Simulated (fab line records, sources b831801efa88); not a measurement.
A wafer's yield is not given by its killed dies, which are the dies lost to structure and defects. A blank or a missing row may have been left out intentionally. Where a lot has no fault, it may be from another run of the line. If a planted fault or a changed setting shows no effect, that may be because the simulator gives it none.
Which tool was responsible? || flow sky130 || Sampling: 14 lots, 42 wafers, 7 of 708 route steps

WHAT THE GAUGES SHOWED, per wafer
SKY_FIELD_ISO_CD_MEAS_13: the cd target is 150 nm.
{"lot": "L195", "measured": "day 2 05:44", "on": "cd sem-01", "cd nm (nm)": "150.3 151.7 152.5"}
{"lot": "L196", "measured": "day 2 10:14", "on": "cd sem-01", "cd nm (nm)": "149.7 151.3 150.8"}
{"lot": "L197", "measured": "day 2 15:13", "on": "cd sem-02", "cd nm (nm)": "152.5 150.7 151.3"}
{"lot": "L202", "measured": "day 3 19:53", "on": "cd sem-02", "cd nm (nm)": "151.4 151.7 151.1"}
{"lot": "L205", "measured": "day 4 07:55", "on": "cd sem-02", "cd nm (nm)": "150.5 148.8 149.0"}
{"lot": "L206", "measured": "day 4 14:05", "on": "cd sem-01", "cd nm (nm)": "151.3 150.3 151.0"}
{"lot": "L207", "measured": "day 4 20:13", "on": "cd sem-01", "cd nm (nm)": "150.0 149.8 149.2"}
{"lot": "L209", "measured": "day 5 05:39", "on": "cd sem-01", "cd nm (nm)": "152.8 151.9 151.7"}
{"lot": "L210", "measured": "day 5 12:09", "on": "cd sem-02", "cd nm (nm)": "147.4 148.4 148.0"}
{"lot": "L211", "measured": "day 5 16:37", "on": "cd sem-02", "cd nm (nm)": "149.2 150.2 150.8"}
{"lot": "L214", "measured": "day 6 08:13", "on": "cd sem-01", "cd nm (nm)": "150.1 151.1 150.7"}
{"lot": "L216", "measured": "day 6 19:34", "on": "cd sem-02", "cd nm (nm)": "151.8 152.1 150.3"}
{"lot": "L217", "measured": "day 7 05:04", "on": "cd sem-02", "cd nm (nm)": "150.7 148.9 150.3"}
{"lot": "L218", "measured": "day 7 11:04", "on": "cd sem-02", "cd nm (nm)": "148.9 149.4 148.8"}

SKY_VT_ADJUST_HVTP_CD_MEAS_07: the cd target is 380 nm.
{"lot": "L195", "measured": "day 6 02:26", "on": "cd sem-02", "cd nm (nm)": "382.1 379.4 379.4"}
{"lot": "L196", "measured": "day 6 10:35", "on": "cd sem-01", "cd nm (nm)": "381.5 383.4 381.2"}
{"lot": "L197", "measured": "day 6 18:10", "on": "cd sem-02", "cd nm (nm)": "379.0 380.0 382.5"}
{"lot": "L202", "measured": "day 8 02:29", "on": "cd sem-02", "cd nm (nm)": "380.7 383.1 383.1"}
{"lot": "L205", "measured": "day 8 16:45", "on": "cd sem-02", "cd nm (nm)": "- - -"}
{"lot": "L206", "measured": "day 8 23:05", "on": "cd sem-01", "cd nm (nm)": "- - -"}
{"lot": "L207", "measured": "day 9 05:13", "on": "cd sem-01", "cd nm (nm)": "379.1 377.5 379.3"}
{"lot": "L209", "measured": "day 9 17:03", "on": "cd sem-02", "cd nm (nm)": "377.1 377.3 375.1"}
{"lot": "L210", "measured": "day 10 03:06", "on": "cd sem-01", "cd nm (nm)": "382.9 382.1 383.8"}
{"lot": "L211", "measured": "day 10 07:19", "on": "cd sem-02", "cd nm (nm)": "379.0 381.0 379.7"}
{"lot": "L214", "measured": "day 11 02:22", "on": "cd sem-01", "cd nm (nm)": "376.3 376.9 377.9"}
{"lot": "L216", "measured": "day 11 17:37", "on": "cd sem-01", "cd nm (nm)": "379.9 379.4 379.4"}
{"lot": "L217", "measured": "day 12 04:07", "on": "cd sem-01", "cd nm (nm)": "376.2 375.7 377.8"}
{"lot": "L218", "measured": "day 12 14:04", "on": "cd sem-02", "cd nm (nm)": "380.9 379.7 380.1"}

SKY_VT_ADJUST_HVTP_OVL_MEAS_08.
{"lot": "L195", "measured": "day 6 02:32", "on": "overlay-02", "VT_ADJUST_HVTP_OVL (nm)": "2.7 2.2 3.0"}
{"lot": "L196", "measured": "day 6 10:41", "on": "overlay-01", "VT_ADJUST_HVTP_OVL (nm)": "-1.8 -3.6 -2.5"}
{"lot": "L197", "measured": "day 6 18:17", "on": "overlay-01", "VT_ADJUST_HVTP_OVL (nm)": "-0.5 -0.2 -0.7"}
{"lot": "L202", "measured": "day 8 02:35", "on": "overlay-01", "VT_ADJUST_HVTP_OVL (nm)": "2.1 0.4 1.4"}
{"lot": "L205", "measured": "day 8 16:51", "on": "overlay-01", "VT_ADJUST_HVTP_OVL (nm)": "- - -"}
{"lot": "L206", "measured": "day 8 23:11", "on": "overlay-01", "VT_ADJUST_HVTP_OVL (nm)": "- - -"}
{"lot": "L207", "measured": "day 9 05:20", "on": "overlay-02", "VT_ADJUST_HVTP_OVL (nm)": "-1.3 0.4 0.7"}
{"lot": "L209", "measured": "day 9 17:08", "on": "overlay-02", "VT_ADJUST_HVTP_OVL (nm)": "-2.6 -1.9 -3.0"}
{"lot": "L210", "measured": "day 10 03:11", "on": "overlay-01", "VT_ADJUST_HVTP_OVL (nm)": "-1.0 -0.3 -1.6"}
{"lot": "L211", "measured": "day 10 07:26", "on": "overlay-02", "VT_ADJUST_HVTP_OVL (nm)": "-1.0 -0.8 -0.2"}
{"lot": "L214", "measured": "day 11 02:29", "on": "overlay-01", "VT_ADJUST_HVTP_OVL (nm)": "-1.9 -1.6 -0.1"}
{"lot": "L216", "measured": "day 11 17:41", "on": "overlay-02", "VT_ADJUST_HVTP_OVL (nm)": "2.9 3.3 0.8"}
{"lot": "L217", "measured": "day 12 04:14", "on": "overlay-01", "VT_ADJUST_HVTP_OVL (nm)": "-0.8 -0.9 0.6"}
{"lot": "L218", "measured": "day 12 14:11", "on": "overlay-01", "VT_ADJUST_HVTP_OVL (nm)": "-0.7 -1.1 -3.1"}

SKY_VT_ADJUST_HVTP_TW_MEAS_11.
{"lot": "L195", "measured": "day 6 02:49", "on": "film metro-01", "VT_ADJUST_HVTP_TW": "1373 1365 1373"}
{"lot": "L196", "measured": "day 6 10:58", "on": "film metro-02", "VT_ADJUST_HVTP_TW": "1362 1358 1364"}
{"lot": "L197", "measured": "day 6 18:34", "on": "film metro-03", "VT_ADJUST_HVTP_TW": "1342 1346 1348"}
{"lot": "L202", "measured": "day 8 02:52", "on": "film metro-02", "VT_ADJUST_HVTP_TW": "1368 1368 1371"}
{"lot": "L205", "measured": "day 8 17:08", "on": "film metro-01", "VT_ADJUST_HVTP_TW": "30 30 30"}
{"lot": "L206", "measured": "day 8 23:29", "on": "film metro-02", "VT_ADJUST_HVTP_TW": "30 30 30"}
{"lot": "L207", "measured": "day 9 05:37", "on": "film metro-01", "VT_ADJUST_HVTP_TW": "1362 1365 1357"}
{"lot": "L209", "measured": "day 9 17:26", "on": "film metro-02", "VT_ADJUST_HVTP_TW": "1374 1369 1369"}
{"lot": "L210", "measured": "day 10 03:29", "on": "film metro-02", "VT_ADJUST_HVTP_TW": "1364 1363 1368"}
{"lot": "L211", "measured": "day 10 07:43", "on": "film metro-03", "VT_ADJUST_HVTP_TW": "1347 1350 1346"}
{"lot": "L214", "measured": "day 11 02:46", "on": "film metro-03", "VT_ADJUST_HVTP_TW": "1342 1343 1342"}
{"lot": "L216", "measured": "day 11 17:59", "on": "film metro-02", "VT_ADJUST_HVTP_TW": "1362 1364 1359"}
{"lot": "L217", "measured": "day 12 04:31", "on": "film metro-02", "VT_ADJUST_HVTP_TW": "1363 1358 1361"}
{"lot": "L218", "measured": "day 12 14:28", "on": "film metro-03", "VT_ADJUST_HVTP_TW": "1335 1329 1329"}

SKY_VT_ADJUST_LVTN_TW_MEAS_10.
{"lot": "L195", "measured": "day 6 20:41", "on": "film metro-04", "VT_ADJUST_LVTN_TW": "242.8 242.4 242.2"}
{"lot": "L196", "measured": "day 7 06:21", "on": "film metro-01", "VT_ADJUST_LVTN_TW": "243.4 244.2 244.4"}
{"lot": "L197", "measured": "day 7 15:05", "on": "film metro-03", "VT_ADJUST_LVTN_TW": "237.6 238.2 237.2"}
{"lot": "L202", "measured": "day 8 23:43", "on": "film metro-01", "VT_ADJUST_LVTN_TW": "243.8 243.7 243.6"}
{"lot": "L205", "measured": "day 9 15:02", "on": "film metro-01", "VT_ADJUST_LVTN_TW": "241.1 243.9 241.5"}
{"lot": "L206", "measured": "day 9 20:40", "on": "film metro-01", "VT_ADJUST_LVTN_TW": "243.3 242.4 242.4"}
{"lot": "L207", "measured": "day 10 03:52", "on": "film metro-04", "VT_ADJUST_LVTN_TW": "243.8 245.0 243.3"}
{"lot": "L209", "measured": "day 10 16:11", "on": "film metro-03", "VT_ADJUST_LVTN_TW": "241.5 241.3 241.3"}
{"lot": "L210", "measured": "day 11 02:59", "on": "film metro-01", "VT_ADJUST_LVTN_TW": "240.8 242.1 241.4"}
{"lot": "L211", "measured": "day 11 07:33", "on": "film metro-04", "VT_ADJUST_LVTN_TW": "242.3 243.3 242.3"}
{"lot": "L214", "measured": "day 12 03:13", "on": "film metro-03", "VT_ADJUST_LVTN_TW": "237.8 239.2 239.0"}
{"lot": "L216", "measured": "day 12 18:13", "on": "film metro-04", "VT_ADJUST_LVTN_TW": "243.4 244.5 243.5"}
{"lot": "L217", "measured": "day 13 05:31", "on": "film metro-03", "VT_ADJUST_LVTN_TW": "239.5 240.5 239.6"}
{"lot": "L218", "measured": "day 13 16:28", "on": "film metro-03", "VT_ADJUST_LVTN_TW": "239.8 239.0 239.0"}

TOOL THAT RAN EACH LOT (tool first, then ch and the chambers of the sampled wafers, then the start)
{"lot": "L195", "SKY_FIELD_ISO_CMP_27": "cmp-01 ch 0,3, day 2 10:38", "SKY_VT_ADJUST_HVTP_DEVELOP_06": "litho track-03 ch 0, day 6 02:17"}
{"lot": "L196", "SKY_FIELD_ISO_CMP_27": "cmp-01 ch 2,3, day 2 17:48", "SKY_VT_ADJUST_HVTP_DEVELOP_06": "litho track-04 ch 0, day 6 10:26"}
{"lot": "L197", "SKY_FIELD_ISO_CMP_27": "cmp-01 ch 0,3, day 2 23:14", "SKY_VT_ADJUST_HVTP_DEVELOP_06": "litho track-01 ch 0, day 6 18:01"}
{"lot": "L202", "SKY_FIELD_ISO_CMP_27": "cmp-02 ch 1,2, day 4 01:40", "SKY_VT_ADJUST_HVTP_DEVELOP_06": "litho track-03 ch 0, day 8 02:20"}
{"lot": "L205", "SKY_FIELD_ISO_CMP_27": "cmp-01 ch 1,2,3, day 4 12:57", "SKY_VT_ADJUST_HVTP_DEVELOP_06": "litho track-01 ch 0, day 8 16:37"}
{"lot": "L206", "SKY_FIELD_ISO_CMP_27": "cmp-02 ch 0,3, day 4 19:35", "SKY_VT_ADJUST_HVTP_DEVELOP_06": "litho track-01 ch 0, day 8 22:56"}
{"lot": "L207", "SKY_FIELD_ISO_CMP_27": "cmp-01 ch 0,2,3, day 5 00:01", "SKY_VT_ADJUST_HVTP_DEVELOP_06": "litho track-04 ch 0, day 9 05:04"}
{"lot": "L209", "SKY_FIELD_ISO_CMP_27": "cmp-01 ch 1,2, day 5 10:21", "SKY_VT_ADJUST_HVTP_DEVELOP_06": "litho track-04 ch 0, day 9 16:55"}
{"lot": "L210", "SKY_FIELD_ISO_CMP_27": "cmp-01 ch 1,2,3, day 5 17:22", "SKY_VT_ADJUST_HVTP_DEVELOP_06": "litho track-03 ch 0, day 10 02:58"}
{"lot": "L211", "SKY_FIELD_ISO_CMP_27": "cmp-01 ch 1,2,3, day 5 21:16", "SKY_VT_ADJUST_HVTP_DEVELOP_06": "litho track-03 ch 0, day 10 07:10"}
{"lot": "L214", "SKY_FIELD_ISO_CMP_27": "cmp-02 ch 2,3, day 6 11:44", "SKY_VT_ADJUST_HVTP_DEVELOP_06": "litho track-04 ch 0, day 11 02:13"}
{"lot": "L216", "SKY_FIELD_ISO_CMP_27": "cmp-01 ch 0,3, day 6 23:02", "SKY_VT_ADJUST_HVTP_DEVELOP_06": "litho track-03 ch 0, day 11 17:29"}
{"lot": "L217", "SKY_FIELD_ISO_CMP_27": "cmp-01 ch 0,1,3, day 7 08:39", "SKY_VT_ADJUST_HVTP_DEVELOP_06": "litho track-03 ch 0, day 12 03:58"}
{"lot": "L218", "SKY_FIELD_ISO_CMP_27": "cmp-02 ch 1,3, day 7 16:05", "SKY_VT_ADJUST_HVTP_DEVELOP_06": "litho track-03 ch 0, day 12 13:55"}
- SKY_FIELD_ISO_CMP_27: polishes, stops on Si3N4, t overpolish 16 s, target thk 457.8 nm.
- SKY_VT_ADJUST_HVTP_DEVELOP_06: develop time 60 s.

WHAT THE TOOLS THEMSELVES READ (means of the sampled wafers that have a number; where no wafer has one, the mark that the record gives instead)
SKY_FIELD_ISO_CMP_27.
{"lot": "L195", "tool": "cmp-01", "edge zone pressure frac": 1.002, "head pressure psi (psi)": 3.996, "motor current A (A)": 11.5, "overpolish run s (s)": 16.005, "time to endpoint s (s)": 114}
{"lot": "L196", "tool": "cmp-01", "edge zone pressure frac": 1.004, "head pressure psi (psi)": 3.997, "motor current A (A)": 12.0, "overpolish run s (s)": 15.995, "time to endpoint s (s)": 107}
{"lot": "L197", "tool": "cmp-01", "edge zone pressure frac": 1.006, "head pressure psi (psi)": 4.001, "motor current A (A)": 11.0, "overpolish run s (s)": 15.996, "time to endpoint s (s)": 112}
{"lot": "L202", "tool": "cmp-02", "edge zone pressure frac": 1.006, "head pressure psi (psi)": 4.010, "motor current A (A)": 10.1, "overpolish run s (s)": 15.999, "time to endpoint s (s)": 113}
{"lot": "L205", "tool": "cmp-01", "edge zone pressure frac": 0.998, "head pressure psi (psi)": 3.995, "motor current A (A)": 12.5, "overpolish run s (s)": 16.003, "time to endpoint s (s)": 111}
{"lot": "L206", "tool": "cmp-02", "edge zone pressure frac": 1.005, "head pressure psi (psi)": 4.000, "motor current A (A)": 11.8, "overpolish run s (s)": 16.010, "time to endpoint s (s)": 115}
{"lot": "L207", "tool": "cmp-01", "edge zone pressure frac": 0.997, "head pressure psi (psi)": 3.993, "motor current A (A)": 12.7, "overpolish run s (s)": 15.999, "time to endpoint s (s)": 110}
{"lot": "L209", "tool": "cmp-01", "edge zone pressure frac": 1.002, "head pressure psi (psi)": 4.003, "motor current A (A)": 13.4, "overpolish run s (s)": 16.002, "time to endpoint s (s)": 112}
{"lot": "L210", "tool": "cmp-01", "edge zone pressure frac": 1.000, "head pressure psi (psi)": 4.011, "motor current A (A)": 12.5, "overpolish run s (s)": 15.996, "time to endpoint s (s)": 113}
{"lot": "L211", "tool": "cmp-01", "edge zone pressure frac": 1.000, "head pressure psi (psi)": 3.999, "motor current A (A)": 12.5, "overpolish run s (s)": 15.992, "time to endpoint s (s)": 114}
{"lot": "L214", "tool": "cmp-02", "edge zone pressure frac": 0.994, "head pressure psi (psi)": 4.002, "motor current A (A)": 12.7, "overpolish run s (s)": 15.994, "time to endpoint s (s)": 112}
{"lot": "L216", "tool": "cmp-01", "edge zone pressure frac": 0.994, "head pressure psi (psi)": 4.004, "motor current A (A)": 11.1, "overpolish run s (s)": 15.993, "time to endpoint s (s)": 114}
{"lot": "L217", "tool": "cmp-01", "edge zone pressure frac": 1.003, "head pressure psi (psi)": 4.004, "motor current A (A)": 11.7, "overpolish run s (s)": 16.002, "time to endpoint s (s)": 111}
{"lot": "L218", "tool": "cmp-02", "edge zone pressure frac": 0.995, "head pressure psi (psi)": 4.003, "motor current A (A)": 10.2, "overpolish run s (s)": 16.004, "time to endpoint s (s)": 111}

SKY_VT_ADJUST_HVTP_DEVELOP_06.
{"lot": "L195", "tool": "litho track-03", "developer temp C (C)": 22.83}
{"lot": "L196", "tool": "litho track-04", "developer temp C (C)": 23.01}
{"lot": "L197", "tool": "litho track-01", "developer temp C (C)": 22.97}
{"lot": "L202", "tool": "litho track-03", "developer temp C (C)": 22.93}
{"lot": "L205", "tool": "litho track-01", "developer temp C (C)": 22.95}
{"lot": "L206", "tool": "litho track-01", "developer temp C (C)": 23.00}
{"lot": "L207", "tool": "litho track-04", "developer temp C (C)": 23.26}
{"lot": "L209", "tool": "litho track-04", "developer temp C (C)": 23.08}
{"lot": "L210", "tool": "litho track-03", "developer temp C (C)": 23.15}
{"lot": "L211", "tool": "litho track-03", "developer temp C (C)": 22.98}
{"lot": "L214", "tool": "litho track-04", "developer temp C (C)": 23.02}
{"lot": "L216", "tool": "litho track-03", "developer temp C (C)": 22.98}
{"lot": "L217", "tool": "litho track-03", "developer temp C (C)": 23.02}
{"lot": "L218", "tool": "litho track-03", "developer temp C (C)": 23.05}

THE ANSWER, worked out from the rows above alone
Rule: the lots themselves supply what counts as usual. Put in order of their means at a reading, lots are off if they are a third of the lots or fewer, leave a main group of 4 or more, and stand apart from it by a gap of 3 or more times the standard deviation of the main group's means; of several such gaps the widest counts. Not used: any main group whose means are identical at the precision the tables above print for the reading. Also off: a lot with no number at a reading for which 4 or more lots have one. Where the step has rows for the other lots, those lots are counted as sound. The gauges are gone through in route order, then the tools' own readings, and for those a lot's mean is taken as printed above. The first step at which some lot is off is used, and at that step the reading that is off furthest; a lot without a number counts as furthest.
Off, at SKY_VT_ADJUST_HVTP_CD_MEAS_07 on cd nm: L205, L206. Without a number there: L205, L206. The main group has a mean of 379.7 nm with a standard deviation of 2.1.
A tool fits if, at a process step before that reading, it ran every lot that is off, and no sound lot after the first of them. The gauges at SKY_VT_ADJUST_HVTP_CD_MEAS_07 aren't tried: what is off there is off at SKY_VT_ADJUST_HVTP_OVL_MEAS_08 too, on other tools, and a gauge's error can't cause that. One fits: litho track-01 at SKY_VT_ADJUST_HVTP_DEVELOP_06. Its last sound lot is L197 (day 6 18:01), its first lot that is off L205 (day 8 16:37): a fault that began between those two fits.

WHAT HAD BEEN PUT IN BY THE SIMULATOR
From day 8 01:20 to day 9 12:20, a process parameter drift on litho track-01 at SKY_VT_ADJUST_HVTP_DEVELOP_06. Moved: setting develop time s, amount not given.
Shown lots that were struck: L205, L206. The rule given above showed the same thing.
